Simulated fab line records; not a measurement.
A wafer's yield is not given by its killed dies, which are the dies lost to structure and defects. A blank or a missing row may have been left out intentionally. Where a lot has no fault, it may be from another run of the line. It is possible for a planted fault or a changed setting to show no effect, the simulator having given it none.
A lot that was struck, set against a sound lot	flow sky130	17 out of 708 route steps
Sound: wafers L572.2, L572.4, L572.5. Wafers L578.3, L578.4, L578.5 were the ones struck. The cause is named last.
Order at every step that has rows: each side's tool, ch and its chambers, its first start. Under that, the readings that differ: sound wafers	struck wafers	difference of the means	sigmas: that difference in standard deviations of wafers without a fault.
alike: a reading whose means differ by less than 2 such deviations, as well as words and numbers matching on both sides. not compared: withheld readings; readings where some wafer has no value; bounds like >300 that might hide an equal value; numbers whose values overlap and for which the record gives no deviation.
The two part at a step that has a row with sigmas, a row that says differs or no value, or rows on one side only. Non-overlapping numbers with no deviation appear without sigmas and do not part them. Lack of a reading on every wafer of one side parts them only where that side has two or more wafers.

first, 1 step without rows for these wafers: SKY_LDD_N_IMPLANT_15.
SKY_LDD_N_STRIP_16: strips in O2/N2.
  sound on plasmaAsher-03 ch 0,1, day 17 21:47; struck on plasmaAsher-01 ch 0,1, day 20 10:44
  alike: drypumpMotorCurrentA, n2FlowSccm, oesProductAu, stripTimeToEndpointS
  not compared: rfHoursCounterH
SKY_LDD_N_TW_MEAS_17:
  sound on filmMetro-04 at day 17 21:54; struck on filmMetro-03 at day 20 10:50
  alike: LDD_N_TW
then, 7 steps without rows for these wafers: SKY_LDD_P_DEHYDRATE_00 (time 60 s); SKY_LDD_P_HMDS_01 (prime time 60 s); SKY_LDD_P_COAT_02 (resist thk 1140 nm); SKY_LDD_P_SOFTBAKE_03 (time 60 s); SKY_LDD_P_EXPOSE_04 (exposes mask PSDM, target cd 380 nm); SKY_LDD_P_PEB_05; SKY_LDD_P_DEVELOP_06 (develop time 60 s).
SKY_LDD_P_CD_MEAS_07: target cd 380 nm.
  sound on cdSem-02 at day 19 04:22; struck on cdSem-02 at day 21 18:05
  alike: cdNm
SKY_LDD_P_OVL_MEAS_08:
  sound on overlay-02 at day 19 04:29; struck on overlay-02 at day 21 18:11
  alike: LDD_P_OVL
SKY_LDD_P_IMPLANT_09:
  sound on implanter-04 ch 0, day 19 04:32; struck on implanter-04 ch 0, day 21 18:16
reading	sound	struck	difference	sigmas
doseIonsCm2	1.0007e+13 1.0004e+13 1.0003e+13	9.128e+12 9.127e+12 9.155e+12	-8.680e+11	-72
faradayCurrentUA	55.7 57.2 58.5	51.4 50.9 51.0	-6.0	-5
SKY_LDD_P_STRIP_10: strips in O2/N2.
  sound on plasmaAsher-04 ch 0,1, day 19 04:40; struck on plasmaAsher-02 ch 0,1, day 21 18:23
  alike: drypumpMotorCurrentA, n2FlowSccm, oesProductAu, stripTimeToEndpointS
  not compared: rfHoursCounterH
SKY_LDD_P_TW_MEAS_11:
  sound on filmMetro-03 at day 19 04:46; struck on filmMetro-01 at day 21 18:29
reading	sound	struck	difference	sigmas
LDD_P_TW	638 641 639	615 617 618	-23	-7
then, 1 step without rows for these wafers: SKY_LDD_HVN_DEHYDRATE_00 (time 60 s).
-- the record jumps here: 26 days lie between the struck wafers' starts before and after (it left off in module LDD_HVN and takes up again in module PAD_OPEN, whose first step shown is number 708 of the route) --
SKY_PAD_OPEN_PROBE_99:
  sound on prober-01 at day 46 02:32; struck on prober-01 at day 47 15:50
reading	sound	struck	difference	sigmas
model.etest.tipP.rsOhmSq	6940 6857 6912	7403 7365 7367	+475	
  alike: killed_at_M0_to_M3, killed_at_M4_up, killedAtContacts, killedAtFrontEnd, killedAtOther, killedDies, killedOpen, killedShort

## WHERE THEY PART
Last at SKY_LDD_P_TW_MEAS_11 as far as this record goes, first at SKY_LDD_P_IMPLANT_09. Later steps at which nothing parts them and some readings are alike: SKY_PAD_OPEN_PROBE_99.

WHY: the cause the simulator had injected
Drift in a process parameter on implanter-04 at SKY_LDD_P_IMPLANT_09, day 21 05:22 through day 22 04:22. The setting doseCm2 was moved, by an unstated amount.
